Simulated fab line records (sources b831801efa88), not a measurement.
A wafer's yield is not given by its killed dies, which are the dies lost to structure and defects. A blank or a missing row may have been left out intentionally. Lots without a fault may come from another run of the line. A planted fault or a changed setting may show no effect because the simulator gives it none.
Matching of chambers	flow sfqLine	4 sister chambers for SFQ_TRILAYER_A5B_CMP_CMP_130 on cmp-02
The step polishes, stops on Nb, target thk 340.7 nm. 8 wafers are shown with their chamber, then 7 later ones without.

WAFERS WITH THEIR CHAMBER
wafer	chamber	motorCurrentA (A)	retainingRingPressureFrac
L493.2	2	9.2	1.004
L496.2	3	10.2	0.998
L496.5	2	9.4	1.001
L500.1	0	10.5	1.008
L500.2	1	9.1	0.996
L500.5	0	11.4	1.009
L505.1	3	10.5	1.002
L505.2	1	9.9	0.989

WAFERS WITH NO CHAMBER GIVEN
wafer	motorCurrentA (A)	retainingRingPressureFrac
L505.6	10.0	1.000
L506.4	10.9	1.003
L506.2	9.1	1.002
L506.3	9.4	0.996
L510.1	11.3	1.004
L510.2	9.8	0.999
L510.4	10.5	0.996

THE CHAMBER EACH PASSED THROUGH
wafer	from the rows above	in truth
L505.6	can't be placed: 3 or 2 or 1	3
L506.4	can't be placed: 3 or 0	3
L506.2	2	2
L506.3	can't be placed: 1 or 2 or 3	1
L510.1	can't be placed: 0 or 3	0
L510.2	can't be placed: 3 or 2 or 1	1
L510.4	can't be placed: 3 or 1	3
Placed correctly: 1 of 7. These rows do not allow placing 6 (true chamber among the candidates in 6). Placed wrongly: 0.
How it was worked out, from the rows above alone: a wafer's distance from a chamber is the root of the sum, over the readings, of the square of ((its reading less the chamber's mean) divided by the reading's scatter). If the next closest chamber is less than 2 further off than the closest, the wafer can't be placed; otherwise it belongs to the closest. Each chamber's mean is taken over the wafers shown for it. The scatter: the root of (the sum of the squares of (reading less its chamber's mean) over the shown wafers, divided by (wafers less chambers)).
